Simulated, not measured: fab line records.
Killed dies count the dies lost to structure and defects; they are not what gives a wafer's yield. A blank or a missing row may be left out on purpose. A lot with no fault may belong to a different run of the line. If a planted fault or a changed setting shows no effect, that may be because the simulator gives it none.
Chamber matching ; flow gf180mcu ; 3 sister chambers for GF_V2_CVD_02 on pecvd-02
The step deposits SiO2 from TEOS, target thk 850 nm, time 94.851 s. 3 wafers are shown with their chamber, then 7 later ones without.

WAFERS PAIRED WITH THEIR CHAMBERS
wafer;chamber;heater power w (W)
L086.4;0;903
L086.5;2;801
L090.4;1;515

WAFERS MISSING THEIR CHAMBER
wafer;heater power w (W)
L090.6;877
L091.1;438
L091.5;748
L091.6;483
L093.2;854
L093.4;799
L093.6;425

EACH ONE'S CHAMBER
wafer;from the rows above;in truth
L090.6;can't be placed: 0 or 2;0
L091.1;1;1
L091.5;can't be placed: 2 or 0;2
L091.6;1;1
L093.2;can't be placed: 0 or 2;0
L093.4;can't be placed: 2 or 0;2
L093.6;1;1
3 of 7 placed correctly. Not placeable from these rows: 4 (in 4, the candidates include the true chamber). Wrongly placed: 0.
How it was worked out, from the rows above alone: a wafer's distance from a chamber is the root of the sum, over the readings, of the square of ((its reading less the chamber's mean) divided by the reading's scatter). If the next closest chamber is less than 2 further off than the closest, the wafer can't be placed; otherwise it belongs to the closest. For every chamber, the mean is computed from those of its wafers that are shown. The scatter: with one shown wafer a chamber, the root of the mean of the squares of how far each hidden wafer lies from its nearest shown one.
